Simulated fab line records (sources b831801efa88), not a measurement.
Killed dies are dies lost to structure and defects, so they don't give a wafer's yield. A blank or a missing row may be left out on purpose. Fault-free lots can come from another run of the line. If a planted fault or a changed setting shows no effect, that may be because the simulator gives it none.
A struck lot beside a sound one	flow sky130	33 steps out of a route of 708
Sound: the wafers L204.2, L204.3, L204.6. Wafers L210.1, L210.2, L210.3 were the ones struck. The cause is named last.
For every step that has rows: the tool of each side, followed by ch and its chambers, followed by its first start. Under that, the readings that differ: sound wafers	struck wafers	difference of the means	sigmas: that difference in standard deviations of wafers without a fault.
alike: same words and numbers on both sides, and readings whose means sit less than 2 such deviations apart. not compared: any withheld reading, any reading some wafer has no value for, any bound like >300 that may hide the same value, and any number with overlapping values for which the record gives no deviation.
Wherever a step has rows on one side only, a row that says differs or no value, or a row with sigmas, the two part there. Non-overlapping numbers with no deviation appear without sigmas and do not part them. Lack of a reading on every wafer of one side parts them only where that side has two or more wafers.

first, 7 steps without rows for these wafers: SKY_SONOS_TUNNEL_DEVELOP_06 (develop time 60 s); SKY_SONOS_TUNNEL_IMPLANT_09; SKY_SONOS_TUNNEL_WET_ETCH_10 (etches SiO2 in dHF, target depth 14 nm, time 280 s); SKY_SONOS_TUNNEL_STRIP_11 (strips in SPM, time 600 s); SKY_SONOS_TUNNEL_CLEAN_13 (cleans in dHF, time 20 s); SKY_SONOS_ONO_OXIDATION_00 (stabilise 600 s, purge 300 s, target thk 2.6 nm); SKY_SONOS_ONO_CVD_02 (deposits Si3N4 from DCS/NH3, target thk 10.5 nm, time 180 s).
SKY_SONOS_ONO_CVD_04: deposits SiO2 from SiH4/N2O, target thk 5.7199 nm.
  sound on lpcvd-03 ch 1, day 13 08:28; struck on lpcvd-03 ch 0, day 15 15:41
reading	sound	struck	difference	sigmas
model.SiO2_of_SONOS_ONO_CVD_04.thk-nm (nm)	5.695 5.631 5.637	6.973 6.955 6.889	+1.285	
  alike: zone-power-lower-pct
SKY_SONOS_ONO_THK_MEAS_05:
  sound: film-metro-02 at day 13 09:44; struck: film-metro-03 at day 15 17:10
reading	sound	struck	difference	sigmas
SONOS_ONO_CVD_04_THK (nm)	5.68 5.63 5.66	7.02 6.95 6.92	+1.31	+13
  not compared: hold
then, 22 steps without rows for these wafers: SKY_SONOS_ONO_HMDS_07 (prime time 60 s); SKY_SONOS_ONO_COAT_08 (resist thk 1140 nm); SKY_SONOS_ONO_SOFTBAKE_09 (time 60 s); SKY_SONOS_ONO_EXPOSE_10 (exposes mask ONOM, target cd 410 nm); SKY_SONOS_ONO_PEB_11; SKY_SONOS_ONO_DEVELOP_12 (develop time 60 s); SKY_SONOS_ONO_ETCH_15 (etches the open film in CHF3/O2, target depth 19.52 nm, time 7.8 s); SKY_SONOS_ONO_WET_ETCH_16 (etches SiO2 in dHF, target depth 14 nm, time 280 s); SKY_SONOS_ONO_STRIP_17 (strips in O2/N2); SKY_SONOS_ONO_WET_ETCH_18 (etches Si3N4 in H3PO4, target depth 15 nm, time 172 s); SKY_GATE_OXIDE_CLEAN_00 (cleans in SC1/SC2, time 150 s); SKY_GATE_OXIDE_OXIDATION_01 (stabilise 600 s, purge 300 s, target thk 10.268 nm); SKY_GATE_OXIDE_DEHYDRATE_03 (time 60 s); SKY_GATE_OXIDE_HMDS_04 (prime time 60 s); SKY_GATE_OXIDE_COAT_05 (resist thk 1140 nm); SKY_GATE_OXIDE_SOFTBAKE_06 (time 60 s); SKY_GATE_OXIDE_EXPOSE_07 (exposes mask LVOM, target cd 600 nm); SKY_GATE_OXIDE_PEB_08; SKY_GATE_OXIDE_DEVELOP_09 (develop time 60 s); SKY_GATE_OXIDE_IMPLANT_11; SKY_GATE_OXIDE_WET_ETCH_12 (etches SiO2 in dHF, target depth 16.8 nm, time 336 s); SKY_GATE_OXIDE_STRIP_13 (strips in O2/N2).
-- the record jumps here: 3 days lie between the struck wafers' starts before and after --
SKY_GATE_OXIDE_CLEAN_15: cleans in SC1/SC2, time 150 s.
  sound on wet-bench-03 ch 1, day 15 16:57; struck on wet-bench-03 ch 2, day 18 06:36
reading	sound	struck	difference	sigmas
model.SiO2_of_SONOS_ONO_CVD_04.thk-nm (nm)	4.174 4.115 4.116	5.45 5.431 5.363	+1.28	
-- the record jumps here: 31 days lie between the struck wafers' starts before and after (it left off in module GATE_OXIDE and takes up again in module PAD_OPEN, whose first step shown is number 708 of the route) --
SKY_PAD_OPEN_PROBE_99:
  sound: prober-02 at day 47 06:13; struck: prober-01 at day 48 22:40
reading	sound	struck	difference	sigmas
model.etest.sonos-erased.drive-ua-um	194.4 192.1 192.2	114 132.8 113.6	-73	
model.etest.sonos-uncharged.r-on-ohm-um	823.7 824 819.6	851.1 848.8 850.4	+27.7	
model.etest.sonos-programmed.off-log10-a-um	-13.88 -14.03 -13.96	-10.98 -11.41 -11.72	+2.59	
model.etest.cap-ono.gate-log10-a-cm2	-7.959 -7.808 -7.898	-9.644 -9.454 -9.55	-1.661	
model.etest.cap-ono.gate-bv-v (V)	16.2 16.04 16.39	17.63 17.47 18.17	+1.55	
model.etest.cap-ono.tox-acc-nm (nm)	12.87 12.77 12.85	14.26 14.09 14.13	+1.33	
model.etest.sonos-programmed.vt-v (V)	1.492 1.54 1.554	0.6676 0.7387 0.7455	-0.8114	
model.etest.sonos-erased.vt-v (V)	-2.301 -2.295 -2.289	-1.54 -1.686 -1.607	+0.68	
  alike: killed_at_M0_to_M3, killed_at_M4_up, killed-at-contacts, killed-at-front-end, killed-dies, killed-open, killed-short

## WHERE THEY PART
Only at SKY_SONOS_ONO_THK_MEAS_05, within this record. Later steps at which nothing parts them and some readings are alike: SKY_PAD_OPEN_PROBE_99.

WHY: what the simulator had put in
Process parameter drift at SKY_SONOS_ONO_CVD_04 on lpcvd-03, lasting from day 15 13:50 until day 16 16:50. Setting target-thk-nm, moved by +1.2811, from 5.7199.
